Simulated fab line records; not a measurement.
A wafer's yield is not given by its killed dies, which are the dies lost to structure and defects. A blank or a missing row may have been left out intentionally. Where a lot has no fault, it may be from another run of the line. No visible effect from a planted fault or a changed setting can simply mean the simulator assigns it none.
What tool caused it? -- flow sky130 -- 15 lots (45 wafers sampled), 1 step of a 708-step route

## WHAT THE GAUGES SHOWED, per wafer
No reading from a measuring or inspecting step in the record can be judged against a usual standard deviation.

## TOOL THAT RAN EACH LOT (tool first, then ch and the chambers of the sampled wafers, then the start)
lot,SKY_FIELD_ISO_DEVELOP_12
L998,"lithoTrack-01 ch 0, day 2 05:00"
L999,"lithoTrack-01 ch 0, day 2 10:00"
L100,"lithoTrack-01 ch 0, day 2 15:00"
L101,"lithoTrack-02 ch 0, day 2 19:00"
L103,"lithoTrack-01 ch 0, day 3 06:00"
L104,"lithoTrack-02 ch 0, day 3 13:00"
L106,"lithoTrack-03 ch 0, day 3 23:00"
L107,"lithoTrack-03 ch 0, day 4 06:00"
L109,"lithoTrack-03, day 4 15:00"
L110,"lithoTrack-03, day 4 20:00"
L111,"lithoTrack-01, day 5 06:00"
L113,"lithoTrack-03 ch 0, day 5 11:00"
L115,"lithoTrack-01 ch 0, day 5 19:00"
L118,"lithoTrack-03 ch 0, day 6 15:00"
L119,"lithoTrack-01 ch 0, day 6 21:00"
- SKY_FIELD_ISO_DEVELOP_12: develop time 60 s.

## AS READ BY THE TOOLS THEMSELVES (means over the sampled wafers that have a number; for cases with no such wafer, the mark the record gives instead)
SKY_FIELD_ISO_DEVELOP_12.
lot,tool,chillPlateTempC (C)
L998,lithoTrack-01,22.96
L999,lithoTrack-01,22.94
L100,lithoTrack-01,23.06
L101,lithoTrack-02,23.04
L103,lithoTrack-01,23.07
L104,lithoTrack-02,23.15
L106,lithoTrack-03,23.05
L107,lithoTrack-03,23.06
L109,lithoTrack-03,-
L110,lithoTrack-03,-
L111,lithoTrack-01,-
L113,lithoTrack-03,23.19
L115,lithoTrack-01,23.00
L118,lithoTrack-03,22.94
L119,lithoTrack-01,23.08

## THE ANSWER, worked out from the rows above alone
Rule: usual is defined by the lots themselves. The widest of any qualifying gaps counts: lots, ordered by their means at a reading, are off when they make up no more than a third of the lots, leave a main group of 4 or more, and stand apart from it by 3 or more times the standard deviation of that group's means. If all means in a main group match to the digits the tables above print for the reading, that group is not used. A lot without any number at a reading at which 4 lots or more have one is off too. The other lots that the step has rows for count as sound. The gauges are gone through in route order, then the tools' own readings, and for those a lot's mean is taken as printed above. At the first step where some lot is off, the reading lying furthest off is the one used; lots without a number count as furthest.
Off: L109, L110, L111 (SKY_FIELD_ISO_DEVELOP_12, chillPlateTempC). Without a number there: L109, L110, L111. Main group: mean 23.05 C, sd 0.074.
A tool fits if, at that step or a process step before it, it ran every lot that is off, and no sound lot after the first of them. None of those tried fits.

## WHAT THE SIMULATOR PUT IN
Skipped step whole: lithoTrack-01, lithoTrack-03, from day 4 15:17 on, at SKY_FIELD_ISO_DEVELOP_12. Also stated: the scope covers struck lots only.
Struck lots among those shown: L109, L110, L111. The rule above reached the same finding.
